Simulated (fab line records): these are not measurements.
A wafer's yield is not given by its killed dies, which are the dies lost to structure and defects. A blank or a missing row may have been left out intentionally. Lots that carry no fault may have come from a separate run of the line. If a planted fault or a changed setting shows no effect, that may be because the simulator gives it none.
fab line records    flow gf180mcu
record: lots: 6  wafers: 18  lastDay: 33
route steps=602 shown CONTACT@314 M1@315
lots untouched by any fault: they come from a run of this same line in which no faults occurred
startH: hours from the record's opening day to when the first of the lot's shown wafers began    waitH: time in hours since the lot's previous step    " identical to the entry in the row above    L1.1+2: one row covering several wafers at once    - no value, or no start given    * or withheld: withheld    < > ~ a bound
route shown NAME@n: NAME is a module with steps in the file, n the number in the route of the first one    usual: mean and standard deviation over wafers with no fault    same: alike in all rows    chamber/n: place in a boat    sites: each site's reading    _std_site: standard deviation across them    _edge_site: outer sites' mean less inner sites'    radiusMm: for every site, how far away it sits from the centre of the wafer    mask NAME#n: copy n    behind: the last tool/chamber to shape the wafer    hold: why the lot went on hold/how many hours it stayed there/how the hold came to an end    device: the n, p or np transistor that did not switch    end of line: at the end of the route, the tests of the same wafers    for a step that has no rows: nothing shown but its recipe    killed: not the wafer's yield, but the dies lost to structure and defects at the first sort    map: the dies of a wafer, with x for killed, . for not killed, _ for no die there
set.NAME: the setting the step ran with; set.NAME@STEP: the setting that earlier step ran with    model.NAME: the simulator's own value behind a step, which no gauge read
lots at some steps of the route; a table a step, a row a wafer
services: when a tool's chamber went out of use (startH, in hours from the record's first day, below 0 if earlier), for how many hours, and the reason
== steps ==
step: GF_CONTACT_CMP_27
recipe: stopOn: SiO2  downForcePsi: 3.5  platenRpm: 60  tOverpolishS: 15  targetThkNm: 0  padVelocityMS: 0.94248
usual: edgeZonePressureFrac: 0.999/0.005  motorCurrentA: 11.2/1  overpolishRunS: 15.000/0.0089  slurryFlowMlMin: 150.0/0.49  timeToEndpointS: 71.5/2.6
lot.wafer  tool    chamber  startH  waitH  edgeZonePressureFrac  motorCurrentA  overpolishRunS  slurryFlowMlMin  timeToEndpointS
L862.3     cmp-01  3        372.65  0.0    1.006                 11.7           15.007          149.5            64.4
L862.4     "       1        "       "      1.002                 13.2           14.987          149.2            67.4
L862.6     "       0        "       "      0.996                 12.5           14.990          150.1            69.5
L864.4     cmp-02  0        389.22  0.0    1.008                 9.9            14.995          150.1            70.4
L864.2     "       2        "       "      1.005                 10.9           15.005          149.6            69.6
L864.6     "       1        "       "      0.994                 12.0           14.996          149.7            70.0
L869.2     cmp-02  2        441.60  0.1    0.999                 11.0           15.020          149.9            72.9
L869.4     "       3        "       "      0.998                 10.0           15.000          150.1            72.2
L869.5     "       2        "       "      1.002                 12.0           14.987          150.9            73.3
L870.4     cmp-02  2        448.07  0.0    1.000                 11.2           14.998          150.5            75.8
L870.1     "       1        "       "      0.991                 11.3           14.992          149.8            71.6
L870.5     "       2        "       "      1.003                 10.8           14.991          149.9            74.2
L871.1     cmp-01  3        453.67  0.1    0.996                 11.4           15.011          149.0            68.2
L871.2     "       0        "       "      1.003                 12.2           14.997          149.9            69.4
L871.3     "       1        "       "      0.997                 12.4           15.005          149.5            74.2
L879.1     cmp-01  2        522.45  0.1    1.005                 11.7           14.989          150.5            72.1
L879.2     "       0        "       "      1.001                 11.9           15.007          149.4            70.1
L879.5     "       2        "       "      1.008                 12.3           14.995          150.3            68.1
step: GF_M1_SPUTTER_00
recipe: material: Ti  targetThkNm: 37.5  arrivingIonEnergyEv: 80  substrateTempC: 200  chamberPressurePa: 2  powerW: 4000  timeS: 150
usual: throttleValvePct: 30.3/0.92
lot.wafer  tool           chamber  startH  waitH  throttleValvePct
L862.3     pvdSputter-01  -        372.95  0.2    30.4
L862.4     "              -        "       "      29.4
L862.6     "              -        "       "      31.0
L864.2     pvdSputter-02  -        389.55  0.2    29.7
L864.4     "              -        "       "      29.9
L864.6     "              -        "       "      31.7
L869.2     pvdSputter-01  -        441.85  0.2    31.2
L869.4     "              -        "       "      29.2
L869.5     "              -        "       "      30.6
L870.1     pvdSputter-01  -        448.37  0.1    29.3
L870.4     "              -        "       "      31.6
L870.5     "              -        "       "      29.0
L871.1     pvdSputter-03  -        453.92  0.2    31.1
L871.2     "              -        "       "      30.3
L871.3     "              -        "       "      30.0
L879.1     pvdSputter-02  -        522.75  0.2    29.1
L879.2     "              -        "       "      30.2
L879.5     "              -        "       "      29.0
step: GF_M1_SPUTTER_01
recipe: material: TiN  targetThkNm: 30  powerW: 6500  timeS: 25  chamberPressurePa: 0.4
usual: throttleValvePct: 30.3/0.91
lot.wafer  tool           chamber  startH  waitH  throttleValvePct
L862.3     pvdSputter-01  -        373.05  0.1    31.0
L862.4     "              -        "       "      29.4
L862.6     "              -        "       "      30.9
L864.2     pvdSputter-02  -        389.65  0.1    29.9
L864.4     "              -        "       "      29.7
L864.6     "              -        "       "      31.6
L869.2     pvdSputter-01  -        441.95  0.1    30.9
L869.4     "              -        "       "      29.3
L869.5     "              -        "       "      31.0
L870.1     pvdSputter-01  -        448.47  0.1    29.3
L870.4     "              -        "       "      31.5
L870.5     "              -        "       "      29.3
L871.1     pvdSputter-03  -        454.02  0.1    30.9
L871.2     "              -        "       "      30.3
L871.3     "              -        "       "      29.8
L879.1     pvdSputter-02  -        522.85  0.1    29.1
L879.2     "              -        "       "      29.7
L879.5     "              -        "       "      29.0
step: GF_M1_SPUTTER_02
recipe: material: AlCu  targetThkNm: 450  powerW: 10600  timeS: 23.9  chamberPressurePa: 0.4
usual: throttleValvePct: 30.3/0.93
lot.wafer  tool           chamber  startH  waitH  throttleValvePct
L862.3     pvdSputter-01  -        373.08  0.0    30.7
L862.4     "              -        "       "      29.4
L862.6     "              -        "       "      31.1
L864.2     pvdSputter-02  -        389.68  0.0    29.7
L864.4     "              -        "       "      29.8
L864.6     "              -        "       "      31.8
L869.2     pvdSputter-01  -        441.98  0.0    31.2
L869.4     "              -        "       "      29.3
L869.5     "              -        "       "      31.0
L870.1     pvdSputter-01  -        448.50  0.0    29.1
L870.4     "              -        "       "      31.6
L870.5     "              -        "       "      29.2
L871.1     pvdSputter-03  -        454.05  0.0    30.8
L871.2     "              -        "       "      30.3
L871.3     "              -        "       "      30.0
L879.1     pvdSputter-02  -        522.88  0.0    28.9
L879.2     "              -        "       "      30.0
L879.5     "              -        "       "      29.2
step: GF_M1_SPUTTER_03
recipe: material: Ti  targetThkNm: 10  substrateTempC: 300  chamberPressurePa: 0.3  powerW: 3000  timeS: 6.7
usual: throttleValvePct: 30.3/0.9
lot.wafer  tool           chamber  startH  waitH  throttleValvePct
L862.3     pvdSputter-01  -        373.11  0.0    30.7
L862.4     "              -        "       "      29.4
L862.6     "              -        "       "      30.9
L864.2     pvdSputter-02  -        389.71  0.0    29.8
L864.4     "              -        "       "      29.9
L864.6     "              -        "       "      31.4
L869.2     pvdSputter-01  -        442.01  0.0    31.3
L869.4     "              -        "       "      29.3
L869.5     "              -        "       "      30.9
L870.1     pvdSputter-01  -        448.53  0.0    29.2
L870.4     "              -        "       "      31.3
L870.5     "              -        "       "      29.4
L871.1     pvdSputter-03  -        454.08  0.0    30.9
L871.2     "              -        "       "      30.3
L871.3     "              -        "       "      29.9
L879.1     pvdSputter-02  -        522.91  0.0    29.3
L879.2     "              -        "       "      29.5
L879.5     "              -        "       "      29.3
step: GF_M1_SPUTTER_04
recipe: material: TiN  targetThkNm: 50  powerW: 6500  timeS: 41.7  chamberPressurePa: 0.4
step: GF_M1_RS_MEAS_05
recipe: thkMeasGauge: four-point-probe  reads: TiN_of_M1_SPUTTER_04+Ti_of_M1_SPUTTER_03+AlCu_of_M1_SPUTTER_02+TiN_of_M1_SPUTTER_01+Ti_of_M1_SPUTTER_00
usual: M1_ALCU_RS: 0.0696/0.00066
lot.wafer  tool          chamber  startH  waitH  M1_ALCU_RS[ohm/sq]
L862.3     filmMetro-01  -        373.21  0.1    0.0695
L862.4     "             -        "       "      0.0698
L862.6     "             -        "       "      0.0699
L864.2     filmMetro-01  -        389.79  0.0    0.0685
L864.4     "             -        "       "      0.0683
L864.6     "             -        "       "      0.0692
L869.2     filmMetro-04  -        442.10  0.1    0.0700
L869.4     "             -        "       "      0.0697
L869.5     "             -        "       "      0.0696
L870.1     filmMetro-04  -        448.59  0.0    0.0701
L870.4     "             -        "       "      0.0694
L870.5     "             -        "       "      0.0703
L871.1     filmMetro-03  -        454.14  0.0    0.0699
L871.2     "             -        "       "      0.0703
L871.3     "             -        "       "      0.0698
L879.1     filmMetro-04  -        522.97  0.0    0.0705
L879.2     "             -        "       "      0.0707
L879.5     "             -        "       "      0.0702
step: GF_M1_THK_MEAS_06
recipe: thkMeasGauge: xrf  reads: AlCu_of_M1_SPUTTER_02
usual: M1_ALCU_THK: 448/4.2
lot.wafer  tool          chamber  startH  waitH  M1_ALCU_THK[nm]
L862.3     filmMetro-01  -        373.31  0.1    450
L862.4     "             -        "       "      447
L862.6     "             -        "       "      449
L864.2     filmMetro-01  -        389.90  0.1    455
L864.4     "             -        "       "      454
L864.6     "             -        "       "      451
L869.2     filmMetro-04  -        442.21  0.1    451
L869.4     "             -        "       "      452
L869.5     "             -        "       "      449
L870.1     filmMetro-04  -        448.71  0.1    449
L870.4     "             -        "       "      455
L870.5     "             -        "       "      449
L871.1     filmMetro-03  -        454.26  0.1    448
L871.2     "             -        "       "      444
L871.3     "             -        "       "      450
L879.1     filmMetro-04  -        523.09  0.1    447
L879.2     "             -        "       "      445
L879.5     "             -        "       "      447
step: GF_M1_DEHYDRATE_07
recipe: tempC: 200  timeS: 60
step: GF_M1_HMDS_08
recipe: primeTimeS: 60  primeTempC: 120
step: GF_M1_COAT_09
recipe: resist: KrF  spinRpm: withheld  resistThkNm: 1000
step: GF_M1_SOFTBAKE_10
recipe: tempC: 130  timeS: 60  resist: KrF
step: GF_M1_EXPOSE_11
recipe: maskId: Metal1  targetCdNm: 230  na: 0.68  sourceShape: conventional  sigmaOuter: 0.6  doseMj: 28
lot.wafer   tool           chamber  startH  waitH  mask
L862.3+4+6  krfScanner-02  0        384.57  -      Metal1#0
L864.2+4+6  krfScanner-02  0        401.63  -      Metal1#0
L869.2+4+5  krfScanner-02  0        454.20  -      Metal1#0
L870.1+4+5  krfScanner-02  0        460.67  -      Metal1#0
L871.1+2+3  krfScanner-01  0        466.93  -      Metal1#0
L879.1+2+5  krfScanner-01  0        533.90  -      Metal1#0
step: GF_M1_PEB_12
recipe: pebTempC: 135  pebTimeS: 90  resist: KrF
step: GF_M1_DEVELOP_13
recipe: developTimeS: 60  devTempC: 21
step: GF_M1_CD_MEAS_14
recipe: targetCdNm: 230
usual: cdNm: 229.5/0.99
lot.wafer  tool      chamber  startH  waitH  hold                     cdNm
L862.3     cdSem-01  -        395.95  0.1    -                        229.0
L862.4     "         -        "       "      -                        229.1
L862.6     "         -        "       "      -                        230.3
L864.2     cdSem-01  -        413.23  0.1    -                        228.1
L864.4     "         -        "       "      -                        228.1
L864.6     "         -        "       "      -                        229.5
L869.2     cdSem-02  -        466.32  0.1    awaitDispo/0.2h/release  229.4
L869.4     "         -        "       "      awaitDispo/0.2h/release  119.8
L869.5     "         -        "       "      awaitDispo/0.2h/release  229.7
L869.2     cdSem-02  -        466.61  0.3    -                        229.4
L869.4     "         -        "       "      -                        119.8
L869.5     "         -        "       "      -                        229.4
L870.1     cdSem-01  -        472.47  0.1    awaitDispo/0.2h/release  228.9
L870.4     "         -        "       "      awaitDispo/0.2h/release  120.5
L870.5     "         -        "       "      awaitDispo/0.2h/release  228.4
L870.1     cdSem-01  -        472.89  0.4    -                        229.0
L870.4     "         -        "       "      -                        120.5
L870.5     "         -        "       "      -                        228.3
L871.1     cdSem-02  -        478.30  0.1    -                        227.8
L871.2     "         -        "       "      -                        229.9
L871.3     "         -        "       "      -                        229.0
L879.1     cdSem-02  -        545.17  0.1    -                        231.0
L879.2     "         -        "       "      -                        231.1
L879.5     "         -        "       "      -                        231.1
step: GF_M1_OVL_MEAS_15
usual: M1_OVL: 3/5.6
lot.wafer  tool        chamber  startH  waitH  hold                     M1_OVL[nm]
L862.3     overlay-01  -        396.04  0.1    -                        8
L862.4     "           -        "       "      -                        6
L862.6     "           -        "       "      -                        1
L864.2     overlay-02  -        413.33  0.1    -                        -8
L864.4     "           -        "       "      -                        1
L864.6     "           -        "       "      -                        -2
L869.2     overlay-02  -        470.22  3.6    awaitDispo/3.5h/release  12
L869.4     "           -        "       "      awaitDispo/3.5h/release  9
L869.5     "           -        "       "      awaitDispo/3.5h/release  6
L870.1     overlay-01  -        475.10  2.2    awaitDispo/2.1h/release  5
L870.4     "           -        "       "      awaitDispo/2.1h/release  8
L870.5     "           -        "       "      awaitDispo/2.1h/release  4
L871.1     overlay-02  -        478.42  0.1    -                        7
L871.2     "           -        "       "      -                        6
L871.3     "           -        "       "      -                        9
L879.1     overlay-02  -        545.29  0.1    -                        -5
L879.2     "           -        "       "      -                        7
L879.5     "           -        "       "      -                        2
step: GF_M1_METAL_ETCH_16
recipe: chemistry: Cl2/BCl3  maskMaterial: KrF  targetDepthNm: 627.5  stopOn: SiO2  pressureMtorr: 8  icpW: 800  biasW: 140  Cl2_flow_sccm: 80  bcl3FlowSccm: 40  timeS: 104.6
usual: chamberPressureMTorr: 8.000/0.0062  drypumpMotorCurrentA: 5.8/0.66  oesProductAu: 0.972/0.0057  rfFwdPowerW: 796.1/2.5  throttleValvePct: 28.251/0.0094
lot.wafer  tool         chamber  startH  waitH  chamberPressureMTorr  drypumpMotorCurrentA  oesProductAu  rfFwdPowerW  rfHoursCounterH  throttleValvePct  model.M1.cdNm
L862.3     rieMetal-04  0        396.10  0.1    7.994                 5.9                   0.970         792.7        -                28.238            231.3
L862.4     "            1        "       "      7.997                 6.7                   0.971         800.3        -                28.245            230.3
L862.6     "            1        "       "      8.003                 6.7                   0.974         797.8        -                28.257            233.5
L864.2     rieMetal-04  1        413.36  0.0    8.002                 6.7                   0.980         799.4        11               28.236            224.8
L864.4     "            0        "       "      7.999                 5.9                   0.975         795.6        -                28.240            228.8
L864.6     "            1        "       "      7.998                 6.7                   0.979         800.5        -                28.240            227.1
L869.2     rieMetal-04  0        470.29  0.1    7.993                 5.9                   0.968         792.3        -                28.264            229.9
L869.4     "            0        "       "      7.995                 5.8                   0.965         790.9        -                28.251            118.4
L869.5     "            0        "       "      7.996                 5.9                   0.979         791.3        -                28.267            228.9
L870.1     rieMetal-04  1        475.14  0.0    8.005                 6.7                   0.971         800.9        0                28.254            232.7
L870.4     "            1        "       "      8.007                 6.7                   0.975         798.6        -                28.256            124.1
L870.5     "            1        "       "      8.002                 6.7                   0.966         802.9        -                28.243            232.5
L871.1     rieMetal-03  1        478.46  0.0    7.998                 5.2                   0.975         797.8        3                28.251            227.9
L871.2     "            0        "       "      7.993                 4.8                   0.971         796.8        7                28.251            231.9
L871.3     "            1        "       "      8.003                 5.2                   0.973         796.3        -                28.259            228.8
L879.1     rieMetal-04  1        545.33  0.0    8.002                 6.6                   0.957         796.1        2                28.253            235.7
L879.2     "            0        "       "      8.001                 5.9                   0.966         794.1        1                28.238            233.3
L879.5     "            1        "       "      8.005                 6.7                   0.964         796.1        -                28.250            232.6
step: GF_M1_STRIP_17
recipe: chemistry: O2/N2  powerW: 1400  pressureMtorr: 1500  platenTempC: 250  o2FlowSccm: 3000  n2FlowSccm: 300  overashFraction: 0.5
== services ==
tool           chamber  startH  hours  kind
cmp-02         -        367.38  1.3    repair
krfScanner-02  -        379.69  1.3    pm
pvdSputter-03  -        381.86  1.2    repair
krfScanner-02  -        385.33  2.5    repair
cmp-01         -        389.54  0.5    repair
cmp-01         -        407.59  4.0    pm
cmp-02         -        410.84  1.5    repair
cmp-02         -        417.47  4.0    pm
cmp-01         -        422.86  3.9    pm
pvdSputter-01  -        423.79  14.8   repair
rieMetal-04    -        432.63  0.9    repair
pvdSputter-02  -        433.17  1.2    repair
cmp-01         -        442.48  1.3    repair
rieMetal-04    1        446.51  4.1    repair
pvdSputter-03  -        447.84  1.0    repair
pvdSputter-01  -        459.41  4.9    repair
cmp-01         -        461.97  1.0    repair
pvdSputter-03  -        478.07  1.4    repair
krfScanner-02  -        493.33  1.0    pm
pvdSputter-01  -        514.62  1.9    repair
krfScanner-02  -        524.57  4.4    pm
krfScanner-02  -        539.87  2.0    repair
pvdSputter-02  -        540.59  3.0    repair
pvdSputter-03  -        543.73  5.9    repair
== key ==
firstSign: step: GF_M1_CD_MEAS_14  reading: visit  direction: added
effect: step: GF_M1_CD_MEAS_14  reading: cdNm  direction: down  sigmas: 99+  usual: 229.5  struck: 120.1
modelEffect: step: GF_M1_METAL_ETCH_16  value: M1.cdNm  without: 231.1  struck: 121.2
metAt GF_M1_EXPOSE_11
struckWafers L869.4,L870.4
laterRowsLeftOut L869.4,L870.4
sortLeftOut L869.4,L870.4
onsetBetween 401.63 454.20
fault: kind: processParameterDrift  tool: krfScanner-02  chamber: -  onsetH: 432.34  steps: GF_M1_EXPOSE_11  channel: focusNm  offset: 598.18  shape: step  endH: 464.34  scope: struckWafersOnly
sortLeftOut: the simulated sort isn't trusted on such a fault, so these wafers' sort isn't shown, and their yield isn't known
laterRowsLeftOut: the simulator's readings of these wafers behind a module that went badly wrong aren't trusted and aren't shown, but for the sort
